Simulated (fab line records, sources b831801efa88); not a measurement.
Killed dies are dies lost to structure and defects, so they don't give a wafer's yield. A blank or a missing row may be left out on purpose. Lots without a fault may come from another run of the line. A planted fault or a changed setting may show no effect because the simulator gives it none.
fab line records | flow sky130
record lots=5 wafers=15 last_day=50
route steps=708 shown LI_CONTACT@375 LOCAL_INTERCONNECT@387 PAD_OPEN@708
lots that met no fault: from a run of the same line without faults
start_h: hours from the record's first day to the start of the lot's first wafer shown | wait_h: hours since the lot's step before | " the same as in the row above | L1.1+2: a row that stands for several wafers | - no value, or no start given | * or withheld: withheld | < > ~ a bound
route shown NAME@n: a module of which the file shows steps, and the number in the route of the first | usual: mean/standard deviation of fault-free wafers | same: alike in all rows | chamber/n: place in a boat | sites: the reading at each site | _std_site: their standard deviation | _edge_site: outer sites' mean less inner sites' | radius_mm: how far each site lies from the wafer's centre | mask NAME#n: copy n | behind: the tool/chamber that last shaped the wafer | hold: why the lot was held/for how many hours/how that ended | device: the transistor (n, p or np) that didn't switch | end of line: the same wafers' tests at the end of the route | a step without rows: its recipe alone | killed: dies lost to structure and defects at the first sort, not the wafer's yield | map: a wafer's dies, x killed, . not, _ none there
set.NAME: the setting as run; set.NAME@STEP: as run at that earlier step | model.NAME: the simulator's own value behind a step, which no gauge read
lots at some steps of the route; a table a step, a row a wafer
services: from which hour (start_h, from the record's first day; less than 0 if before it) a tool's chamber was out of use, for how many hours, and why
## steps
# step SKY_LI_CONTACT_OVL_MEAS_13
# usual LI_CONTACT_OVL=1/4.9
# columns lot.wafer tool chamber start_h wait_h LI_CONTACT_OVL[nm]
L990.1 overlay-02 - 699.46 0.1 -8
L990.2 " - " " -9
L990.4 " - " " -7
L991.1 overlay-02 - 711.68 0.1 6
L991.2 " - " " 4
L991.6 " - " " 6
L101.2 overlay-01 - 790.05 0.1 -2
L101.5 " - " " -1
L101.6 " - " " -1
L104.2 overlay-02 - 838.05 0.1 4
L104.4 " - " " -6
L104.6 " - " " 7
L108.1 overlay-01 - 846.28 0.1 -1
L108.3 " - " " -2
L108.5 " - " " -9
# step SKY_LI_CONTACT_ETCH_14
# recipe chemistry=N2/H2 target=BARC ion_energy_ev=200 source_w=500 bias_w=100 pressure_mtorr=30 n2_flow_sccm=100 h2_flow_sccm=200 stop_on=SiO2 time_s=45.9 target_depth_a=600
# usual drypump_motor_current_A=5.9/0.3 oes_product_au=0.855/0.0053 throttle_valve_pct=13.224/0.0093
# columns lot.wafer tool chamber start_h wait_h drypump_motor_current_A oes_product_au rf_hours_counter_h throttle_valve_pct
L990.1 rie_diel-01 2 699.49 0.0 6.0 0.861 4 13.239
L990.2 " 0 " " 5.4 0.860 46 13.226
L990.4 " 1 " " 5.8 0.848 - 13.225
L991.1 rie_diel-01 3 711.71 0.0 6.3 0.845 7 13.225
L991.2 " 1 " " 5.8 0.852 13 13.232
L991.6 " 2 " " 6.0 0.857 - 13.221
L101.2 rie_diel-01 1 790.08 0.0 5.8 0.849 15 13.229
L101.5 " 2 " " 6.1 0.855 - 13.231
L101.6 " 3 " " 6.3 0.852 - 13.217
L104.2 rie_diel-03 2 838.08 0.0 5.7 0.849 8 13.215
L104.4 " 0 " " 6.5 0.845 25 13.214
L104.6 " 3 " " 6.1 0.849 - 13.230
L108.1 rie_diel-03 3 846.32 0.0 6.1 0.858 20 13.227
L108.3 " 0 " " 6.5 0.849 25 13.224
L108.5 " 3 " " 6.1 0.853 - 13.238
# step SKY_LI_CONTACT_ETCH_15
# recipe target=PSG chemistry=C4F8/O2/Ar stop_on=Si taper_deg=4.15 mask_material=KrF-thick source_w=1500 bias_w=1200 pressure_mtorr=40 c4f8_flow_sccm=withheld O2_flow_sccm=6 Ar_flow_sccm=300 time_s=withheld target_depth_a=6000
# usual oes_product_au=0.836/0.0043
# columns lot.wafer tool chamber start_h wait_h oes_product_au
L990.1 rie_diel-01 2 699.53 0.0 0.839
L990.2 " 0 " " 0.838
L990.4 " 1 " " 0.835
L991.1 rie_diel-01 3 711.76 0.0 0.840
L991.2 " 1 " " 0.830
L991.6 " 2 " " 0.836
L101.2 rie_diel-01 1 790.12 0.0 0.837
L101.5 " 2 " " 0.845
L101.6 " 3 " " 0.833
L104.2 rie_diel-03 2 838.12 0.0 0.848
L104.4 " 0 " " 0.839
L104.6 " 3 " " 0.838
L108.1 rie_diel-03 3 846.36 0.0 0.834
L108.3 " 0 " " 0.834
L108.5 " 3 " " 0.839
# step SKY_LI_CONTACT_STRIP_16
# recipe chemistry=O2/N2 power_w=1400 pressure_mtorr=1500 platen_temp_c=withheld o2_flow_sccm=3000 n2_flow_sccm=300 overash_fraction=0.5
# usual drypump_motor_current_A=5.8/0.52 oes_product_au=0.375/0.0047 strip_time_to_endpoint_s=3.49/0.031
# columns lot.wafer tool chamber start_h wait_h drypump_motor_current_A oes_product_au rf_hours_counter_h strip_time_to_endpoint_s
L990.1 plasma_asher-01 1 699.62 - 4.8 0.376 100 3.48
L990.2 " 0 " " 6.3 0.385 100 3.55
L990.4 " 0 " " 6.3 0.388 - 3.49
L991.1 plasma_asher-01 1 711.84 - 4.8 0.374 102 3.53
L991.2 " 0 " " 6.3 0.370 102 3.50
L991.6 " 0 " " 6.3 0.377 - 3.46
L101.2 plasma_asher-02 1 790.20 - 5.6 0.371 99 3.49
L101.5 " 0 " " 6.2 0.375 - 3.45
L101.6 " 1 " " 5.6 0.369 - 3.49
L104.2 plasma_asher-01 1 838.20 - 4.8 0.379 9 3.54
L104.4 " 0 " " 6.3 0.379 - 3.49
L104.6 " 1 " " 4.8 0.369 - 3.50
L108.1 plasma_asher-03 0 846.44 - 6.2 0.375 69 3.47
L108.3 " 0 " " 6.2 0.377 - 3.47
L108.5 " 0 " " 6.2 0.374 - 3.46
# step SKY_LI_CONTACT_CLEAN_17
# recipe chemistry=NMP time_s=600 temp_c=60 dry=n2_spin
# step SKY_LI_CONTACT_PRE_CLEAN_18
# recipe gas=Ar time_s=5.6 bias_v=358
# step SKY_LI_CONTACT_SPUTTER_19
# recipe material=Ti target_thk_nm=20 chamber_pressure_pa=5 power_w=2500 substrate_temp_c=200 time_s=106.37
# usual throttle_valve_pct=30.3/1.1
# columns lot.wafer tool chamber start_h wait_h throttle_valve_pct
L990.1 pvd_sputter-04 - 699.91 0.0 27.9
L990.2 " - " " 30.6
L990.4 " - " " 31.6
L991.1 pvd_sputter-01 - 712.14 0.0 28.6
L991.2 " - " " 31.1
L991.6 " - " " 29.0
L101.2 pvd_sputter-01 - 790.50 0.0 28.9
L101.5 " - " " 29.2
L101.6 " - " " 31.4
L104.2 pvd_sputter-02 - 838.51 0.0 30.9
L104.4 " - " " 30.0
L104.6 " - " " 31.1
L108.1 pvd_sputter-04 - 846.75 0.0 30.6
L108.3 " - " " 31.8
L108.5 " - " " 30.3
# step SKY_LI_CONTACT_SPUTTER_20
# recipe material=TiN target_thk_nm=20 chamber_pressure_pa=5 power_w=4000 time_s=80
# step SKY_LI_CONTACT_CVD_21
# recipe material=W target_thk_nm=400 time_s=120.56 temp_c=400 pressure_torr=40
# step SKY_LI_CONTACT_RS_MEAS_22
# recipe thk_meas_gauge=four-point-probe reads=W_of_LI_CONTACT_CVD_21+TiN_of_LI_CONTACT_SPUTTER_20+Ti_of_LI_CONTACT_SPUTTER_19
# usual LI_CONTACT_W_RS=0.284/0.003
# columns lot.wafer tool chamber start_h wait_h LI_CONTACT_W_RS[ohm/sq]
L990.1 film_metro-02 - 700.18 0.1 0.281
L990.2 " - " " 0.285
L990.4 " - " " 0.281
L991.1 film_metro-02 - 712.40 0.1 0.289
L991.2 " - " " 0.282
L991.6 " - " " 0.280
L101.2 film_metro-03 - 790.78 0.1 0.283
L101.5 " - " " 0.284
L101.6 " - " " 0.279
L104.2 film_metro-03 - 838.80 0.1 0.283
L104.4 " - " " 0.288
L104.6 " - " " 0.287
L108.1 film_metro-03 - 847.02 0.1 0.283
L108.3 " - " " 0.280
L108.5 " - " " 0.279
# step SKY_LI_CONTACT_THK_MEAS_23
# recipe thk_meas_gauge=xrf reads=W_of_LI_CONTACT_CVD_21
# usual LI_CONTACT_W_THK=394/6.1
# columns lot.wafer tool chamber start_h wait_h LI_CONTACT_W_THK[nm]
L990.1 film_metro-02 - 700.30 0.1 397
L990.2 " - " " 393
L990.4 " - " " 399
L991.1 film_metro-02 - 712.52 0.1 388
L991.2 " - " " 400
L991.6 " - " " 402
L101.2 film_metro-03 - 790.89 0.1 399
L101.5 " - " " 403
L101.6 " - " " 409
L104.2 film_metro-03 - 838.91 0.1 391
L104.4 " - " " 389
L104.6 " - " " 388
L108.1 film_metro-03 - 847.14 0.1 397
L108.3 " - " " 400
L108.5 " - " " 402
# step SKY_LI_CONTACT_CMP_24
# recipe stop_on=PSG t_overpolish_s=20 down_force_psi=3.5 platen_rpm=60 target_thk_nm=0 pad_velocity_m_s=0.94248
# step SKY_LOCAL_INTERCONNECT_SPUTTER_00
# recipe material=TiN target_thk_nm=100 temp_c=300 power_w=6500 time_s=83.3 chamber_pressure_pa=0.4
# usual throttle_valve_pct=30.1/1.6
# columns lot.wafer tool chamber start_h wait_h throttle_valve_pct model.TiN_of_LOCAL_INTERCONNECT_SPUTTER_00.thk_nm
L990.1 pvd_sputter-01 - 700.66 0.1 28.6 100.1
L990.2 " - " " 28.5 98.71
L990.4 " - " " 29.2 99.62
L991.1 pvd_sputter-03 - 716.04 0.1 32.7 102.7
L991.2 " - " " 28.4 100.7
L991.6 " - " " 31.0 103.6
L101.2 pvd_sputter-03 - 791.24 0.2 28.4 64.48
L101.5 " - " " 30.0 101.2
L101.6 " - " " 32.5 101.4
L104.2 pvd_sputter-01 - 839.31 0.1 28.5 100.9
L104.4 " - " " 31.1 99.28
L104.6 " - " " 28.6 99.77
L108.1 pvd_sputter-01 - 847.50 0.2 28.2 100.1
L108.3 " - " " 29.3 99.17
L108.5 " - " " 29.0 100.2
# step SKY_LOCAL_INTERCONNECT_RS_MEAS_01
# recipe thk_meas_gauge=four-point-probe reads=TiN_of_LOCAL_INTERCONNECT_SPUTTER_00
# usual LOCAL_INTERCONNECT_TIN_RS=14.13/0.16
# columns lot.wafer tool chamber start_h wait_h LOCAL_INTERCONNECT_TIN_RS[ohm/sq]
L990.1 film_metro-02 - 700.72 0.0 14.14
L990.2 " - " " 14.34
L990.4 " - " " 14.20
L991.1 film_metro-02 - 716.11 0.0 13.77
L991.2 " - " " 14.04
L991.6 " - " " 13.62
L101.2 film_metro-02 - 791.32 0.1 22.49
L101.5 " - " " 13.95
L101.6 " - " " 13.96
L104.2 film_metro-04 - 839.39 0.1 13.99
L104.4 " - " " 14.25
L104.6 " - " " 14.20
L108.1 film_metro-03 - 847.56 0.0 14.14
L108.3 " - " " 14.27
L108.5 " - " " 14.13
# step SKY_LOCAL_INTERCONNECT_THK_MEAS_02
# recipe thk_meas_gauge=xrf reads=TiN_of_LOCAL_INTERCONNECT_SPUTTER_00
# usual LOCAL_INTERCONNECT_TIN_THK=100.2/1.2
# columns lot.wafer tool chamber start_h wait_h LOCAL_INTERCONNECT_TIN_THK[nm]
L990.1 film_metro-02 - 700.84 0.1 99.3
L990.2 " - " " 98.2
L990.4 " - " " 99.4
L991.1 film_metro-02 - 716.23 0.1 102.4
L991.2 " - " " 100.3
L991.6 " - " " 103.0
L101.2 film_metro-02 - 791.43 0.1 64.2
L101.5 " - " " 100.8
L101.6 " - " " 101.1
L104.2 film_metro-04 - 839.50 0.1 100.7
L104.4 " - " " 99.0
L104.6 " - " " 99.5
L108.1 film_metro-03 - 847.68 0.1 100.8
L108.3 " - " " 99.4
L108.5 " - " " 100.6
# step SKY_LOCAL_INTERCONNECT_DEHYDRATE_03
# recipe temp_c=200 time_s=60
# step SKY_LOCAL_INTERCONNECT_HMDS_04
# recipe prime_time_s=60 prime_temp_c=120
# step SKY_LOCAL_INTERCONNECT_COAT_05
# recipe resist=BARC temp_c=withheld time_s=withheld spin_rpm=3000 resist_thk_nm=60
# step SKY_LOCAL_INTERCONNECT_COAT_06
# recipe resist=KrF-thick spin_rpm=3000 resist_thk_nm=450
# step SKY_LOCAL_INTERCONNECT_SOFTBAKE_07
# recipe temp_c=100 time_s=90 resist=KrF-thick
# step SKY_LOCAL_INTERCONNECT_EXPOSE_08
# recipe mask_id=LI1M na=0.8 source_shape=annular sigma_inner=0.55 sigma_outer=0.85 target_cd_nm=170 dose_mj=28
# step SKY_LOCAL_INTERCONNECT_PEB_09
# recipe peb_temp_c=withheld peb_time_s=withheld resist=KrF-thick
# step SKY_LOCAL_INTERCONNECT_DEVELOP_10
# recipe develop_time_s=60 resist=KrF-thick dev_temp_c=21
# step SKY_LOCAL_INTERCONNECT_CD_MEAS_11
# recipe target_cd_nm=170
# usual cd_nm=169.9/1.6
# columns lot.wafer tool chamber start_h wait_h cd_nm
L990.1 cd_sem-01 - 726.24 - 167.4
L990.2 " - " " 167.7
L990.4 " - " " 167.7
L991.1 cd_sem-02 - 743.61 - 169.5
L991.2 " - " " 168.6
L991.6 " - " " 170.8
L101.2 cd_sem-01 - 817.28 - 171.4
L101.5 " - " " 171.8
L101.6 " - " " 170.6
L104.2 cd_sem-01 - 865.48 - 171.9
L104.4 " - " " 171.6
L104.6 " - " " 171.0
L108.1 cd_sem-02 - 873.37 - 168.5
L108.3 " - " " 168.5
L108.5 " - " " 168.6
# step SKY_LOCAL_INTERCONNECT_OVL_MEAS_12
# usual LOCAL_INTERCONNECT_OVL=-3/5.4
# columns lot.wafer tool chamber start_h wait_h LOCAL_INTERCONNECT_OVL[nm]
L990.1 overlay-01 - 726.36 0.1 7
L990.2 " - " " 2
L990.4 " - " " 3
L991.1 overlay-01 - 743.73 0.1 -8
L991.2 " - " " -4
L991.6 " - " " -9
L101.2 overlay-01 - 817.40 0.1 -3
L101.5 " - " " -5
L101.6 " - " " -2
L104.2 overlay-02 - 865.59 0.1 -3
L104.4 " - " " -2
L104.6 " - " " 0
L108.1 overlay-02 - 873.49 0.1 2
L108.3 " - " " -3
L108.5 " - " " 0
# step SKY_LOCAL_INTERCONNECT_ETCH_13
# recipe chemistry=N2/H2 target=BARC ion_energy_ev=200 bias_w=100 pressure_mtorr=30 n2_flow_sccm=100 h2_flow_sccm=200 icp_w=500 stop_on=SiO2 time_s=45.9 target_depth_a=600
# step SKY_LOCAL_INTERCONNECT_METAL_ETCH_14
# recipe target_depth_nm=110 stop_on=PSG chemistry=Cl2/BCl3 target=TiN resist_sidewall_deg=88 pressure_mtorr=10 icp_w=900 bias_w=48.5 Cl2_flow_sccm=60 bcl3_flow_sccm=30 time_s=31.4
# usual drypump_motor_current_A=5.6/0.42 oes_product_au=0.942/0.0077 throttle_valve_pct=21.900/0.01
# columns lot.wafer tool chamber start_h wait_h drypump_motor_current_A oes_product_au rf_hours_counter_h throttle_valve_pct
L990.1 rie_metal-01 0 726.46 0.0 5.9 0.937 4 21.885
L990.2 " 1 " " 5.3 0.944 3 21.895
L990.4 " 0 " " 5.9 0.938 - 21.919
L991.1 rie_metal-02 1 743.83 0.0 6.1 0.962 1 21.894
L991.2 " 0 " " 5.0 0.951 3 21.900
L991.6 " 0 " " 5.0 0.965 - 21.906
L101.2 rie_metal-04 0 817.50 0.0 5.9 0.746 16 22.048
L101.5 " 1 " " 6.0 0.950 - 21.889
L101.6 " 0 " " 5.9 0.947 - 21.894
L104.2 rie_metal-02 1 865.68 0.0 6.1 0.951 7 21.886
L104.4 " 0 " " 5.0 0.935 - 21.894
L104.6 " 1 " " 6.1 0.943 - 21.890
L108.1 rie_metal-01 0 873.59 0.0 5.9 0.934 9 21.890
L108.3 " 1 " " 5.3 0.946 - 21.896
L108.5 " 0 " " 5.9 0.951 - 21.889
# step SKY_LOCAL_INTERCONNECT_STRIP_15
# recipe chemistry=O2/N2 power_w=1400 pressure_mtorr=1500 platen_temp_c=withheld o2_flow_sccm=3000 n2_flow_sccm=300 overash_fraction=0.5
# usual drypump_motor_current_A=5.7/0.53 oes_product_au=0.427/0.0047 strip_time_to_endpoint_s=4.722/0.026
# columns lot.wafer tool chamber start_h wait_h drypump_motor_current_A oes_product_au rf_hours_counter_h strip_time_to_endpoint_s
L990.1 plasma_asher-01 0 726.51 0.0 6.3 0.425 103 4.736
L990.2 " 1 " " 4.8 0.427 103 4.764
L990.4 " 1 " " 4.8 0.423 - 4.737
L991.1 plasma_asher-01 0 743.88 0.0 6.3 0.424 0 4.681
L991.2 " 1 " " 4.8 0.424 0 4.688
L991.6 " 0 " " 6.3 0.421 - 4.701
L101.2 plasma_asher-03 0 817.55 0.0 6.2 0.420 66 4.708
L101.5 " 0 " " 6.2 0.433 - 4.668
L101.6 " 1 " " 5.3 0.424 - 4.704
L104.2 plasma_asher-01 1 865.73 0.0 4.8 0.423 11 4.670
L104.4 " 1 " " 4.8 0.430 - 4.677
L104.6 " 1 " " 4.8 0.427 - 4.709
L108.1 plasma_asher-01 0 873.64 0.0 6.3 0.429 12 4.733
L108.3 " 1 " " 4.8 0.431 - 4.731
L108.5 " 1 " " 4.8 0.423 - 4.726
# step SKY_LOCAL_INTERCONNECT_STRIP_16
# recipe chemistry=post_etch_residue_remover time_s=1200 temp_c=72.5
# columns lot.wafer tool chamber start_h wait_h model.TiN_of_LOCAL_INTERCONNECT_SPUTTER_00.thk_nm
L990.1 wet_bench-01 1 726.61 0.1 99.65
L990.2 " 1 " " 98.3
L990.4 " 1 " " 99.21
L991.1 wet_bench-01 0 743.98 0.1 102.3
L991.2 " 0 " " 100.2
L991.6 " 0 " " 103.2
L101.2 wet_bench-01 2 817.65 0.1 64.06
L101.5 " 2 " " 100.8
L101.6 " 2 " " 100.9
L104.2 wet_bench-03 0 865.83 0.1 100.5
L104.4 " 0 " " 98.87
L104.6 " 0 " " 99.35
L108.1 wet_bench-01 1 873.74 0.1 99.67
L108.3 " 1 " " 98.75
L108.5 " 1 " " 99.79
# step SKY_LOCAL_INTERCONNECT_CLEAN_17
# recipe chemistry=IPA time_s=180 temp_c=25
# step SKY_PAD_OPEN_PROBE_99
# usual killed_at_M0_to_M3=44/6.3 killed_at_M4_up=2.8/1.7 killed_at_contacts=25/5.8 killed_at_front_end=14/4.4 killed_at_other=0.3/0.49 killed_dies=86/8.7 killed_open=48/5.8 killed_short=38/6
# same gross_dies=492 killed_at_back_side=0
# columns lot.wafer tool chamber start_h wait_h killed_at_M0_to_M3 killed_at_M4_up killed_at_contacts killed_at_front_end killed_at_other killed_dies killed_open killed_short model.etest.res_li.line_ohm_um model.etest.res_li.rs_ohm_sq model.etest.mcon_chain.rc_ohm
L990.1 prober-01 - 1092.36 0.1 50 1 21 11 0 83 48 35 76.26 12.85 16.84
L990.2 prober-01 - 1092.41 0.1 57 2 20 9 0 88 41 47 77.37 13.02 16.94
L990.4 prober-01 - 1092.51 0.2 53 4 21 15 0 93 51 42 76.59 12.88 16.49
L991.1 prober-02 - 1102.50 0.1 39 1 17 13 0 70 45 25 73.59 12.41 16.39
L991.2 prober-02 - 1102.55 0.1 51 2 13 15 0 81 46 35 75.22 12.78 16.65
L991.6 prober-02 - 1102.75 0.2 39 2 23 15 0 79 47 32 73.4 12.36 16.45
L101.2 prober-02 - 1159.08 0.1 31 4 30 13 1 79 45 34 115.5 19.82 19.77
L101.5 prober-02 - 1159.23 0.2 52 0 18 19 1 90 47 43 72.91 12.64 15.85
L101.6 prober-02 - 1159.28 0.2 52 5 23 17 0 97 49 48 73.63 12.59 16.85
L104.2 prober-02 - 1189.74 0.1 47 4 23 21 0 95 50 45 72.94 12.65 16.46
L104.4 prober-02 - 1189.84 0.2 38 6 27 15 0 86 43 43 75.56 12.91 16.52
L104.6 prober-02 - 1189.94 0.2 39 4 30 25 0 98 55 43 75.15 12.77 17.19
L108.1 prober-02 - 1195.46 0.1 48 2 25 10 0 85 43 42 76 12.82 16.84
L108.3 prober-02 - 1195.56 0.2 41 3 19 13 1 77 44 33 76.39 12.9 17.01
L108.5 prober-02 - 1195.66 0.2 45 4 27 12 0 88 47 41 75.55 12.84 16.46
# killed by level:class
L990.1 VIA1:geometric_particle:open=11 CONTACT:geometric_particle:open=11 VIA3:geometric_particle:open=7 VIA2:geometric_particle:short=7 VIA2:geometric_particle:open=7 METAL1:geometric_particle:short=6 POLY_GATE:geometric_particle:open=4 LI_CONTACT:geometric_particle:open=4
L990.2 CONTACT:geometric_particle:open=9 VIA2:geometric_particle:open=9 METAL1:geometric_particle:short=8 VIA3:geometric_particle:short=7 METAL2:geometric_particle:short=6 VIA1:geometric_particle:open=5 VIA2:geometric_particle:short=5 VIA3:geometric_particle:open=5
L990.4 CONTACT:geometric_particle:open=13 METAL1:geometric_particle:short=12 VIA1:geometric_particle:open=11 METAL2:geometric_particle:short=7 VIA1:geometric_particle:short=6 VIA2:geometric_particle:open=5 POLY_GATE:geometric_particle:short=4 LI_CONTACT:geometric_particle:open=4
L991.1 VIA1:geometric_particle:open=9 FIELD_ISO:geometric_particle:open=8 VIA3:geometric_particle:open=7 CONTACT:geometric_particle:open=5 VIA2:geometric_particle:open=5 LI_CONTACT:geometric_particle:short=4 CONTACT:geometric_particle:short=4 METAL1:geometric_particle:short=4
L991.2 VIA1:geometric_particle:open=11 VIA3:geometric_particle:open=9 METAL2:geometric_particle:short=8 VIA2:geometric_particle:open=6 CONTACT:geometric_particle:open=6 FIELD_ISO:geometric_particle:open=5 VIA1:geometric_particle:short=5 METAL1:geometric_particle:short=4
L991.6 CONTACT:geometric_particle:open=9 VIA1:geometric_particle:open=9 METAL2:geometric_particle:short=9 LI_CONTACT:geometric_particle:open=8 FIELD_ISO:geometric_particle:open=7 VIA1:geometric_particle:short=4 FIELD_ISO:geometric_particle:short=3 VIA3:geometric_particle:short=3
L101.2 LI_CONTACT:geometric_particle:open=10 CONTACT:geometric_particle:open=8 VIA2:geometric_particle:open=6 LOCAL_INTERCONNECT:geometric_particle:short=5 VIA1:geometric_particle:open=5 FIELD_ISO:geometric_particle:open=4 METAL4:geometric_particle:short=4 POLY_GATE:geometric_particle:open=4
L101.5 VIA2:geometric_particle:open=11 METAL1:geometric_particle:short=9 VIA1:geometric_particle:open=9 METAL2:geometric_particle:short=8 FIELD_ISO:geometric_particle:short=7 LI_CONTACT:geometric_particle:open=7 CONTACT:geometric_particle:open=7 POLY_GATE:geometric_particle:short=4
L101.6 VIA3:geometric_particle:open=11 CONTACT:geometric_particle:open=8 VIA1:geometric_particle:open=8 CONTACT:geometric_particle:short=7 METAL1:geometric_particle:short=7 VIA1:geometric_particle:short=7 POLY_GATE:geometric_particle:open=6 VIA2:geometric_particle:open=5
L104.2 CONTACT:geometric_particle:open=10 VIA1:geometric_particle:open=8 VIA2:geometric_particle:open=8 METAL2:geometric_particle:short=7 FIELD_ISO:geometric_particle:open=6 CONTACT:geometric_particle:short=6 VIA3:geometric_particle:open=6 METAL1:geometric_particle:short=5
L104.4 CONTACT:geometric_particle:open=9 LI_CONTACT:geometric_particle:open=7 METAL2:geometric_particle:short=6 VIA2:geometric_particle:open=5 METAL1:geometric_particle:short=5 VIA1:geometric_particle:open=5 METAL4:geometric_particle:short=5 POLY_GATE:geometric_particle:open=4
L104.6 LI_CONTACT:geometric_particle:open=10 VIA3:geometric_particle:open=9 VIA2:geometric_particle:open=9 FIELD_ISO:geometric_particle:short=7 VIA1:geometric_particle:open=7 CONTACT:geometric_particle:open=6 LOCAL_INTERCONNECT:geometric_particle:short=6 FIELD_ISO:geometric_particle:open=5
L108.1 VIA1:geometric_particle:open=13 CONTACT:geometric_particle:open=9 LOCAL_INTERCONNECT:geometric_particle:short=6 CONTACT:geometric_particle:short=6 METAL2:geometric_particle:short=6 VIA2:geometric_particle:open=5 METAL3:geometric_particle:short=5 LI_CONTACT:geometric_particle:open=4
L108.3 VIA3:geometric_particle:open=9 VIA1:geometric_particle:open=8 VIA2:geometric_particle:open=7 CONTACT:geometric_particle:open=6 LI_CONTACT:geometric_particle:open=5 VIA1:geometric_particle:short=5 POLY_GATE:geometric_particle:short=4 CONTACT:geometric_particle:short=4
L108.5 CONTACT:geometric_particle:open=13 VIA1:geometric_particle:open=9 VIA3:geometric_particle:open=9 CONTACT:geometric_particle:short=7 METAL1:geometric_particle:short=5 VIA1:geometric_particle:short=5 VIA3:geometric_particle:short=5 FIELD_ISO:geometric_particle:short=4
## services
# columns tool chamber start_h hours kind
rie_diel-01 3 695.03 5.0 repair
rie_metal-01 0 705.97 5.3 repair
pvd_sputter-02 - 707.88 2.7 repair
plasma_asher-01 - 733.75 9.0 pm
plasma_asher-01 - 746.86 4.0 repair
pvd_sputter-04 - 749.98 5.7 repair
rie_diel-03 - 754.93 0.7 repair
pvd_sputter-03 - 755.24 2.9 repair
wet_bench-01 - 757.24 2.8 repair
rie_diel-01 0 763.20 2.9 repair
rie_metal-02 - 764.89 0.3 repair
pvd_sputter-03 - 771.38 5.6 repair
rie_diel-01 2 772.56 4.2 repair
rie_diel-03 2 787.84 34.4 repair
plasma_asher-03 - 790.02 0.8 repair
rie_metal-02 - 802.54 0.6 repair
pvd_sputter-01 - 805.42 8.1 repair
pvd_sputter-01 - 806.62 2.3 repair
pvd_sputter-04 - 838.53 7.8 repair
plasma_asher-01 - 844.24 4.9 repair
plasma_asher-01 - 850.59 5.1 repair
rie_diel-03 1 852.12 10.9 repair
pvd_sputter-03 - 854.45 6.5 repair
rie_metal-01 - 864.23 1.4 pm
## key
first_sign step=SKY_LOCAL_INTERCONNECT_RS_MEAS_01 reading=LOCAL_INTERCONNECT_TIN_RS direction=up sigmas=51 usual=14.13 struck=22.49
effect step=SKY_LOCAL_INTERCONNECT_THK_MEAS_02 reading=LOCAL_INTERCONNECT_TIN_THK direction=down sigmas=31 usual=100.2 struck=64.2
effect step=SKY_LOCAL_INTERCONNECT_METAL_ETCH_14 reading=oes_product_au direction=down sigmas=26 usual=0.942 struck=0.746
model_effect step=SKY_LOCAL_INTERCONNECT_SPUTTER_00 value=TiN_of_LOCAL_INTERCONNECT_SPUTTER_00.thk_nm without=100.6 struck=64.48
model_effect step=SKY_LOCAL_INTERCONNECT_STRIP_16 value=TiN_of_LOCAL_INTERCONNECT_SPUTTER_00.thk_nm without=100.2 struck=64.06
model_effect step=SKY_PAD_OPEN_PROBE_99 value=etest.res_li.line_ohm_um without=74 struck=115.5
met_at SKY_LOCAL_INTERCONNECT_SPUTTER_00
struck_wafers L101.2
tester_left_out L101
onset_between 716.04 791.24
fault kind=process_parameter_drift tool=pvd_sputter-03 chamber=- onset_h=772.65 steps=SKY_LOCAL_INTERCONNECT_SPUTTER_00 channel=time_s offset=* shape=step end_h=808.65 acts_in=* stated=* scope=struck_wafers_only
# tester_left_out: of these lots the tester's yield and bins aren't shown, on N5 and GAA mostly nor the transistor test; their killed dies are dies lost to structure and defects alone, not to doping, threshold or leakage, so they don't give the yield
